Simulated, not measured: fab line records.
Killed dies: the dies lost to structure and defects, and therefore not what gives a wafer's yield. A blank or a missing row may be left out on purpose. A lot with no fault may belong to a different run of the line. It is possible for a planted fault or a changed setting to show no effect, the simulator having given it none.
Struck lot and sound lot, side by side :: flow sky130 :: 14 steps out of a route of 708
Sound: these wafers, L793.1, L793.3, L793.6. Wafers L800.3, L800.4, L800.5 were the ones struck. The cause is named last.
Each step with rows lists, per side, the tool, then ch with its chambers, then its first start. Under that, the readings that differ: sound wafers :: struck wafers :: difference of the means :: sigmas: that difference in standard deviations of wafers without a fault.
alike: a reading whose means differ by less than 2 such deviations, as well as words and numbers matching on both sides. not compared: withheld readings; readings where some wafer has no value; bounds like >300 that might hide an equal value; numbers whose values overlap and for which the record gives no deviation.
Wherever a step has rows on one side only, a row that says differs or no value, or a row with sigmas, the two part there. Numbers that don't overlap but have no deviation are shown without sigmas and don't part them. A reading missing from all wafers of one side parts the sides only when that side holds two or more wafers.

first, 2 steps without rows for these wafers: SKY_METAL1_CLEAN_23 (cleans in O3/DIW); SKY_VIA1_HDPCVD_00 (deposits SiO2, target thk 1030 nm, time 171.7 s).
SKY_VIA1_THK_MEAS_01:
  sound on film_metro-04, day 34 09:19; struck on film_metro-01, day 37 01:29
reading: VIA1_HDPCVD_THK (nm)
sound: 1012 1019 1025
struck: 1042 1037 1049
difference: +24
sigmas: +2
SKY_VIA1_CMP_02: polishes SiO2.
  sound on cmp-01 ch 0,2, day 34 09:22; struck on cmp-02 ch 1,3, day 37 01:35
  alike: motor_current_A
SKY_VIA1_BOW_MEAS_03:
  sound on film_metro-01, day 34 09:40; struck on film_metro-04, day 37 01:52
  alike: VIA1_BOW
then, 7 steps without rows for these wafers: SKY_VIA1_DEHYDRATE_04 (time 60 s); SKY_VIA1_HMDS_05 (prime time 60 s); SKY_VIA1_COAT_06 (resist thk 60 nm); SKY_VIA1_COAT_07 (resist thk 450 nm); SKY_VIA1_SOFTBAKE_08 (time 90 s); SKY_VIA1_EXPOSE_09 (exposes mask VIM, target cd 150 nm); SKY_VIA1_PEB_10.
SKY_VIA1_DEVELOP_11: develop time 60 s.
  sound on litho_track-02 ch 0, day 35 09:00; struck on litho_track-02, day 38 02:00
  no value came back on the struck wafers for chill_plate_temp_C (C), develop_time_s (s); on the sound wafers chill_plate_temp_C (C) reads 23.14 22.91 23.00
reading: model.KrF-thick_of_VIA1_COAT_07.thk_nm (nm)
sound: 437.5 436.8 437.4
struck: 448.5 448.4 447.8
difference: +11.0
sigmas: 
SKY_VIA1_CD_MEAS_12: target cd 150 nm.
  sound on cd_sem-01, day 35 09:24; struck on cd_sem-02, day 38 03:02
reading: cd_nm (nm)
sound: 148.9 150.2 150.0
struck: - - -
difference: no value on the struck wafers
sigmas: 

WHERE THEY PART
Earliest at SKY_VIA1_THK_MEAS_01; latest, in this record, at SKY_VIA1_CD_MEAS_12.

WHY: the cause the simulator had injected
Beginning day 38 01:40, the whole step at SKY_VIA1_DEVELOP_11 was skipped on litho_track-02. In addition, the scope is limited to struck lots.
